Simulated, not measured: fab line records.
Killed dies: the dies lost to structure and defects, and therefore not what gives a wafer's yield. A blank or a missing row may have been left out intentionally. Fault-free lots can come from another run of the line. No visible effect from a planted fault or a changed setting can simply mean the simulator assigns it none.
Matching of chambers :: flow sky130 :: 4 sister chambers for SKY_VIA2_ETCH_14 on rie-diel-04
The step etches BARC in N2/H2, stops on SiO2, time 45.9 s, target depth 60 nm. 20 wafers are shown with their chamber, then 10 later ones without.

== WAFERS WITH THEIR CHAMBER ==
wafer: L074.1
chamber: 1
drypump-motor-current-A (A): 5.4
h2-flow-sccm (sccm): 199.2
throttle-valve-pct (%): 13.226

wafer: L074.3
chamber: 0
drypump-motor-current-A (A): 5.8
h2-flow-sccm (sccm): 199.9
throttle-valve-pct (%): 13.226

wafer: L074.5
chamber: 1
drypump-motor-current-A (A): 5.4
h2-flow-sccm (sccm): 199.8
throttle-valve-pct (%): 13.236

wafer: L075.2
chamber: 2
drypump-motor-current-A (A): 6.3
h2-flow-sccm (sccm): 199.6
throttle-valve-pct (%): 13.235

wafer: L075.5
chamber: 3
drypump-motor-current-A (A): 5.9
h2-flow-sccm (sccm): 201.3
throttle-valve-pct (%): 13.235

wafer: L075.6
chamber: 0
drypump-motor-current-A (A): 5.8
h2-flow-sccm (sccm): 200.0
throttle-valve-pct (%): 13.213

wafer: L079.1
chamber: 2
drypump-motor-current-A (A): 6.3
h2-flow-sccm (sccm): 200.1
throttle-valve-pct (%): 13.231

wafer: L079.3
chamber: 0
drypump-motor-current-A (A): 5.8
h2-flow-sccm (sccm): 200.6
throttle-valve-pct (%): 13.219

wafer: L079.4
chamber: 0
drypump-motor-current-A (A): 5.8
h2-flow-sccm (sccm): 199.9
throttle-valve-pct (%): 13.227

wafer: L081.1
chamber: 0
drypump-motor-current-A (A): 5.8
h2-flow-sccm (sccm): 200.2
throttle-valve-pct (%): 13.226

wafer: L081.2
chamber: 2
drypump-motor-current-A (A): 6.3
h2-flow-sccm (sccm): 199.4
throttle-valve-pct (%): 13.232

wafer: L081.5
chamber: 3
drypump-motor-current-A (A): 6.0
h2-flow-sccm (sccm): 200.2
throttle-valve-pct (%): 13.224

wafer: L083.3
chamber: 2
drypump-motor-current-A (A): 6.3
h2-flow-sccm (sccm): 199.5
throttle-valve-pct (%): 13.243

wafer: L083.5
chamber: 1
drypump-motor-current-A (A): 5.4
h2-flow-sccm (sccm): 199.8
throttle-valve-pct (%): 13.227

wafer: L083.6
chamber: 0
drypump-motor-current-A (A): 5.8
h2-flow-sccm (sccm): 198.7
throttle-valve-pct (%): 13.233

wafer: L085.2
chamber: 0
drypump-motor-current-A (A): 5.8
h2-flow-sccm (sccm): 199.2
throttle-valve-pct (%): 13.240

wafer: L085.5
chamber: 0
drypump-motor-current-A (A): 5.7
h2-flow-sccm (sccm): 199.8
throttle-valve-pct (%): 13.228

wafer: L085.6
chamber: 2
drypump-motor-current-A (A): 6.3
h2-flow-sccm (sccm): 200.2
throttle-valve-pct (%): 13.228

wafer: L090.3
chamber: 2
drypump-motor-current-A (A): 6.3
h2-flow-sccm (sccm): 199.8
throttle-valve-pct (%): 13.234

wafer: L090.5
chamber: 0
drypump-motor-current-A (A): 5.8
h2-flow-sccm (sccm): 198.8
throttle-valve-pct (%): 13.229

SIGNATURES (averages over the wafers above)
reading: drypump-motor-current-A
chamber 0: 5.789
chamber 1: 5.400
chamber 2: 6.300
chamber 3: 5.950
scatter within a chamber: 0.0295

reading: h2-flow-sccm
chamber 0: 199.678
chamber 1: 199.600
chamber 2: 199.767
chamber 3: 200.750
scatter within a chamber: 0.54

reading: throttle-valve-pct
chamber 0: 13.22678
chamber 1: 13.22967
chamber 2: 13.23383
chamber 3: 13.22950
scatter within a chamber: 0.00672
Rule: for each reading, subtract the chamber's mean from the wafer's reading, divide by that reading's scatter and square the result; add these up over the readings and take the root, which gives the wafer's distance from the chamber. The wafer belongs to the nearest chamber; if the next one is less than 2 further off, it can't be placed. How the scatter is found: for the shown wafers, subtract from each reading the mean of its chamber, square and add these, divide the total by (wafers less chambers), then take the root.

== WAFERS WITHOUT THEIR CHAMBER ==
wafer: L090.6
drypump-motor-current-A (A): 6.0
h2-flow-sccm (sccm): 200.0
throttle-valve-pct (%): 13.220

wafer: L091.3
drypump-motor-current-A (A): 5.8
h2-flow-sccm (sccm): 200.1
throttle-valve-pct (%): 13.229

wafer: L091.4
drypump-motor-current-A (A): 5.4
h2-flow-sccm (sccm): 200.1
throttle-valve-pct (%): 13.221

wafer: L091.6
drypump-motor-current-A (A): 6.0
h2-flow-sccm (sccm): 200.0
throttle-valve-pct (%): 13.225

wafer: L094.1
drypump-motor-current-A (A): 6.3
h2-flow-sccm (sccm): 200.0
throttle-valve-pct (%): 13.222

wafer: L094.3
drypump-motor-current-A (A): 5.8
h2-flow-sccm (sccm): 198.8
throttle-valve-pct (%): 13.218

wafer: L094.4
drypump-motor-current-A (A): 5.9
h2-flow-sccm (sccm): 199.6
throttle-valve-pct (%): 13.214

wafer: L095.1
drypump-motor-current-A (A): 6.0
h2-flow-sccm (sccm): 200.3
throttle-valve-pct (%): 13.237

wafer: L095.3
drypump-motor-current-A (A): 6.3
h2-flow-sccm (sccm): 200.1
throttle-valve-pct (%): 13.242

wafer: L095.5
drypump-motor-current-A (A): 6.3
h2-flow-sccm (sccm): 198.9
throttle-valve-pct (%): 13.219

== WHICH CHAMBER EACH ONE RAN IN ==
wafer: L090.6
from the rows above: 3
in truth: 3

wafer: L091.3
from the rows above: 0
in truth: 0

wafer: L091.4
from the rows above: 1
in truth: 1

wafer: L091.6
from the rows above: 3
in truth: 3

wafer: L094.1
from the rows above: 2
in truth: 2

wafer: L094.3
from the rows above: 0
in truth: 0

wafer: L094.4
from the rows above: can't be placed: 3 or 0
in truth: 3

wafer: L095.1
from the rows above: 3
in truth: 3

wafer: L095.3
from the rows above: 2
in truth: 2

wafer: L095.5
from the rows above: 2
in truth: 2
Correct placement for 9 of the 10. Unplaceable from these rows: 1, with the true chamber sitting among the candidates in 1. Placed wrongly: 0.
